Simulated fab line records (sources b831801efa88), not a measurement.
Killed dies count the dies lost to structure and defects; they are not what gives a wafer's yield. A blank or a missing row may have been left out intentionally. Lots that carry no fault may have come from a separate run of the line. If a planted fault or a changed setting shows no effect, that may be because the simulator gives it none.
Chamber matching | flow gf180mcu | pecvd-03 running GF_V2_CVD_02: 3 sister chambers
The step deposits SiO2 from TEOS, target thk 850 nm, time 94.851 s. 6 wafers are shown with their chamber, then 7 later ones without.

## WAFERS WITH THEIR CHAMBER
wafer  | chamber | heater_power_w (W)
L807.5 | 0       | 787
L807.6 | 2       | 777
L812.1 | 0       | 754
L812.6 | 1       | 583
L816.1 | 1       | 635
L816.2 | 2       | 830

## WAFERS WITH NO CHAMBER GIVEN
wafer  | heater_power_w (W)
L816.3 | 701
L819.4 | 636
L819.5 | 772
L819.6 | 691
L821.1 | 726
L821.4 | 767
L821.5 | 738

## THE CHAMBER EACH PASSED THROUGH
wafer  | from the rows above          | in truth
L816.3 | can't be placed: 0 or 1 or 2 | 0
L819.4 | 1                            | 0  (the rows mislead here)
L819.5 | can't be placed: 0 or 2      | 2
L819.6 | can't be placed: 0 or 1 or 2 | 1
L821.1 | can't be placed: 0 or 2      | 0
L821.4 | can't be placed: 0 or 2      | 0
L821.5 | can't be placed: 0 or 2      | 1
Correctly placed: 0 of 7. Can't be placed from these rows: 6 (the true chamber is among the candidates in 5). Number placed wrongly: 1.
How it was worked out, from the rows above alone: a wafer's distance from a chamber is the root of the sum, over the readings, of the square of ((its reading less the chamber's mean) divided by the reading's scatter). The wafer belongs to the nearest chamber; if the next one is less than 2 further off, it can't be placed. For every chamber, the mean is computed from those of its wafers that are shown. The scatter: the root of (the sum of the squares of (reading less its chamber's mean) over the shown wafers, divided by (wafers less chambers)).
